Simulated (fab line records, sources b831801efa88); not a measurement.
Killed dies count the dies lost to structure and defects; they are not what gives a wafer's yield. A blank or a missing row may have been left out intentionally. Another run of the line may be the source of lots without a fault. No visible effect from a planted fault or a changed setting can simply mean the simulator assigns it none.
Code-filled problem report in 8D (eight disciplines) form :: flow sky130 :: the parts of the form that need people (team, actions taken, sign-off) are left out

== 1. PROBLEM STATEMENT ==
Mean VIA2_W_RS at SKY_VIA2_RS_MEAS_22: 0.297 ohm/sq over 3 wafers in 2 lots; fault-free wafers: 0.272 ohm/sq, standard deviation 0.0031. Relative to the usual mean, that is a shift of +8.1 standard deviations.
The step: measures by four-point-probe.
The first sign was on wafer L251.4 at day 41 05:35, on film_metro-02. Wafers with a number at this step in the record: 33, from 11 lots. The rule behind "out" and "out of limits": a value lying over 4 standard deviations away from the usual mean. All remaining wafers that have a number are taken as sound.

== 2. WHAT IT IS; WHAT IT IS NOT ==
question: which readings at this step
is: VIA2_W_RS
is not: -

question: which lots
is: L251, L253
is not: L236, L238, L241, L242, L243, L244, L246, L257, L258

question: which wafers of those lots
is: L251.4, L253.1, L253.6
is not: L251.2, L251.5, L253.2

question: read on which gauges
is: film_metro-02
is not: film_metro-04

question: when
is: from day 41 05:35
is not: up to then (23 sound wafers); but 7 sound wafers of L253, L257, L258 came after

== 3. SUSPECTS, AND WHAT RULES EACH OUT ==
Counting: a tool at a process step up to the reading stays a suspect if it ran every lot that is out. Sound lots after the first of them don't rule it out here, since some wafers of a struck lot are sound.
- ruled out: the gauge at SKY_VIA2_RS_MEAS_22. All the wafers that are out were read on film_metro-02, but those of them that SKY_VIA2_CVD_21 has rows for are out there too, on other tools.
- cvd_w-01 at SKY_VIA2_CVD_21 (deposits W, target thk 420 nm, time 126.4 s): kept. Every lot that is out went through it, the first being L251 (day 41 05:26); the last sound lot it ran before that was L244 (day 39 09:10). Its own readings are out on those wafers: chamber_pressure_Torr.
- The sound lot-mates ran in chamber 1 of cvd_w-01 at SKY_VIA2_CVD_21, but the wafers that are out ran in chamber 0.
Left after counting: cvd_w-01 at SKY_VIA2_CVD_21.

== 4. THE CAUSE (what the simulator had put in) ==
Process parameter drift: cvd_w-01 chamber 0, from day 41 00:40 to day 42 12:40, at SKY_VIA2_CVD_21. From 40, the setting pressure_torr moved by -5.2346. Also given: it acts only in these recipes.
Counting left only this tool.

== 5. THE EFFECT CHAIN, in route order ==
One row per reading whose mean, taken over the struck wafers that have a number, lies over 3 standard deviations from the usual. Only readings whose record carries a usual standard deviation are examined. hours: median over the lots of the time between each lot's start at the first step of this table that gives one and its start at this step. sigmas: the change, counted in usual standard deviations.
hours: 0
step: SKY_VIA2_CVD_21
reading: chamber_pressure_Torr
usual: 40.01 Torr
on struck wafers: 34.72
change: -5.29
sigmas: -56

hours: 0
step: SKY_VIA2_RS_MEAS_22
reading: VIA2_W_RS
usual: 0.272 ohm/sq
on struck wafers: 0.297
change: +0.025
sigmas: +8.1

hours: 0
step: SKY_VIA2_THK_MEAS_23
reading: VIA2_W_THK
usual: 431 nm
on struck wafers: 392
change: -39
sigmas: -5.9
Here are the process steps it includes:
- SKY_VIA2_CVD_21: deposits W, target thk 420 nm, time 126.4 s.

== 6. HOW IT WOULD HAVE BEEN CAUGHT EARLIER ==
In this record the first reading out of limits at a measuring or inspecting step was taken at day 41 05:35, 5 hours after the fault began at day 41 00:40.
The tool's own readings at SKY_VIA2_CVD_21 were out on every struck wafer that the step has a row for (chamber_pressure_Torr): an alarm limit on them would have fired on the first of those.
Of the lots that are out (2), L253 began SKY_VIA2_CVD_21 on cvd_w-01 after day 41 05:35. Holding the tool at that time would have saved it.
